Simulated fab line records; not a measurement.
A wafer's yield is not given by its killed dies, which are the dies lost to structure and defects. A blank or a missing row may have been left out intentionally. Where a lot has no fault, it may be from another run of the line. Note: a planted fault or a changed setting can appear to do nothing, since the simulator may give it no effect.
A lot that was struck, set against a sound lot | flow sky130 | 16 out of 708 route steps
Sound: the wafers L433.3, L433.4, L433.6. Wafers struck: L443.1, L443.3, L443.6. The cause is given at the end.
At each step with rows: each side's tool, then ch and its chambers, then its first start. Under that, the readings that differ: sound wafers | struck wafers | difference of the means | sigmas: that difference in standard deviations of wafers without a fault.
alike: words and numbers the same on both sides, and readings whose means are apart by under 2 such deviations; not compared: readings that were withheld, readings missing a value for some wafer, numbers with overlapping values and no deviation given by the record, and bounds like >300 which may hide the same value.
The two part at a step that has a row with sigmas, a row that says differs or no value, or rows on one side only. Numbers that have no deviation but don't overlap get no sigmas and don't part them. A reading missing from all wafers of one side parts the sides only when that side holds two or more wafers.

SKY_FIELD_ISO_THK_MEAS_02:
  sound on film metro-04, day 2 17:39; struck on film metro-04, day 4 20:14
  alike: FIELD_ISO_OXIDATION_00_THK
then, 1 step without rows for these wafers: SKY_FIELD_ISO_CVD_03 (deposits Si3N4 from DCS/NH3, target thk 165 nm, time 2830 s).
SKY_FIELD_ISO_THK_MEAS_04:
  sound on film metro-04, day 2 19:52; struck on film metro-02, day 4 22:05
  alike: FIELD_ISO_CVD_03_THK
then, 8 steps without rows for these wafers: SKY_FIELD_ISO_DEHYDRATE_05 (time 60 s); SKY_FIELD_ISO_HMDS_06 (prime time 60 s); SKY_FIELD_ISO_COAT_07 (resist thk 60 nm); SKY_FIELD_ISO_COAT_08 (resist thk 450 nm); SKY_FIELD_ISO_SOFTBAKE_09 (time 90 s); SKY_FIELD_ISO_EXPOSE_10 (exposes mask FOM, target cd 150 nm); SKY_FIELD_ISO_PEB_11; SKY_FIELD_ISO_DEVELOP_12 (develop time 60 s).
SKY_FIELD_ISO_CD_MEAS_13: target cd 150 nm.
  sound on cd sem-01, day 3 11:23; struck on cd sem-02, day 5 15:51
  alike: cd nm
SKY_FIELD_ISO_ETCH_14: etches BARC in N2/H2, stops on SiO2, time 45.9 s, target depth 60 nm.
  sound on rie diel-01 ch 0,2,3, day 3 11:28; struck on rie diel-01 ch 0,2, day 5 15:58
  reading                                          | sound             | struck            | difference | sigmas
  rf fwd power W (W)                               | 496.1 495.4 496.1 | 417.0 415.5 415.5 | -79.9      | -30
  model.KrF-thick_of_FIELD_ISO_COAT_08.thk nm (nm) | 392.3 391.3 392.8 | 400.9 399.8 400.5 | +8.3       |
  alike: drypump motor current A, oes product au, throttle valve pct
  not compared: rf hours counter h
SKY_FIELD_ISO_ETCH_15: etches the open film in CHF3/O2, stops on Si, target depth 180 nm, time 72 s.
  sound on rie diel-01 ch 0,2,3, day 3 11:31; struck on rie diel-01 ch 0,2, day 5 16:01
  reading                                          | sound             | struck          | difference | sigmas
  model.KrF-thick_of_FIELD_ISO_COAT_08.thk nm (nm) | 238.9 234.7 235.8 | 246 244.4 242.8 | +8         |
  alike: drypump motor current A, oes product au, rf fwd power W, throttle valve pct
  not compared: rf hours counter h
SKY_FIELD_ISO_STRIP_16: strips in O2/N2.
  sound on plasma asher-04 ch 0,1, day 3 11:36; struck on plasma asher-04 ch 0, day 5 16:04
  reading                      | sound          | struck         | difference | sigmas
  strip time to endpoint s (s) | 3.56 3.54 3.54 | 3.64 3.62 3.61 | +0.08      | +2
  alike: drypump motor current A, oes product au
  not compared: rf hours counter h
-- the record jumps here: 44 days lie between the struck wafers' starts before and after (it left off in module FIELD_ISO and takes up again in module PAD_OPEN, whose first step shown is number 708 of the route) --
SKY_PAD_OPEN_PROBE_99:
  only the struck wafers here have rows in the record (prober-01, day 49 11:07); the sound ones have none

WHERE THEY PART
Earliest at SKY_FIELD_ISO_ETCH_14; latest, in this record, at SKY_PAD_OPEN_PROBE_99.

WHY: the cause the simulator had injected
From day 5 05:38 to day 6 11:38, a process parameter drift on rie diel-01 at SKY_FIELD_ISO_ETCH_14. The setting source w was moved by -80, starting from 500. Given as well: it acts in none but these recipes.
